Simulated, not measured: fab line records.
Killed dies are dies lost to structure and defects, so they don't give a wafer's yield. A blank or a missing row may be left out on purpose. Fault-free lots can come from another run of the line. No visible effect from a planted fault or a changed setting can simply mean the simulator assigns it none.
The same fault as seen by 2 desks | flow gf180mcu | each desk has only its own numbers; what lay behind them comes last

DESK OF THE TOOL OWNER: litho-track-02
The tool's own readings at GF_HV_LDD_DEVELOP_18 (develop time 60 s): means of the sampled wafers that have a number, for each lot that ran on this tool. If a lot's mean is further than 4 standard deviations from the usual mean, the lot is out of limits and carries the mark OUT (the distance appears in the brackets).
Columns: A = developer-temp-C at GF_HV_LDD_DEVELOP_18, usual 23.00 C
lot  | first seen here | A
L931 | day 11 20:19    | 22.96
L932 | day 11 23:28    | 22.82
L933 | day 12 04:01    | 22.94
L935 | day 12 18:26    | 22.92
L950 | day 17 16:59    | 22.93
L951 | day 18 07:40    | 22.91
This desk's verdict: no lot among the 6 shows anything out of limits.

THE METROLOGY DESK
Lot by lot, what the gauges showed, no matter which tool ran the lot: averages of those sampled wafers that carry a number. If a lot's mean is further than 4 standard deviations from the usual mean, the lot is out of limits and carries the mark OUT (the distance appears in the brackets).
Columns: A = cd-nm at GF_POLY_GATE_CD_MEAS_18, usual 279.9 nm; B = cd-nm at GF_HV_LDD_CD_MEAS_19, usual 399.5 nm; C = cd-nm at GF_HV_LDD_CD_MEAS_31, usual 400.2 nm
lot  | first seen here | A     | B               | C
L928 | day 9 12:02     | 282.3 | 397.5           | 399.7
L929 | day 9 17:33     | 279.6 | 403.1           | 401.7
L931 | day 10 07:33    | 279.0 | 401.3           | 406.1
L932 | day 10 10:59    | 279.8 | 366.5 (-17) OUT | 404.1
L933 | day 10 15:24    | 278.6 | 371.9 (-15) OUT | 401.5
L934 | day 10 20:39    | 279.0 | 398.7           | 396.2
L935 | day 11 04:56    | 279.1 | 368.9 (-16) OUT | 399.7
L936 | day 11 15:53    | 279.4 | 399.5           | 404.2
L937 | day 11 19:25    | 280.5 | 400.2           | 403.2
L943 | day 13 13:53    | 281.6 | 399.3           | 395.7
L945 | day 14 03:38    | 280.6 | 400.1           | 399.3
L948 | day 15 03:47    | 279.3 | 399.7           | 398.1
L950 | day 15 18:50    | 280.0 | 401.3           | 397.5
L951 | day 16 09:41    | 279.4 | 399.4           | 398.7
This desk finds L932, L933, L935 out of limits, L932 being first, at day 11 23:37 (cd-nm at GF_HV_LDD_CD_MEAS_19). L928, L929, L931, L934, L936, L937, L943, L945, L948, L950, L951 stayed within limits.

BROUGHT TOGETHER
At day 11 23:37 the metrology desk could have sounded an alarm, on L932, L933, L935.
The desk of the tool owner found nothing out of limits.
On record at the tool owner's desk: L932, L933, L935, within its limits.
Of the lots named, all ran GF_HV_LDD_DEVELOP_18 on litho-track-02.

WHAT THE SIMULATOR HAD INSERTED
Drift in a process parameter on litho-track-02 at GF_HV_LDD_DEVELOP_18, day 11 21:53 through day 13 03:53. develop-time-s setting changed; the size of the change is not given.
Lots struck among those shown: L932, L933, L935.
Time in hours between the start of the fault and the first out-of-limits reading at each desk: metrology desk, 2.
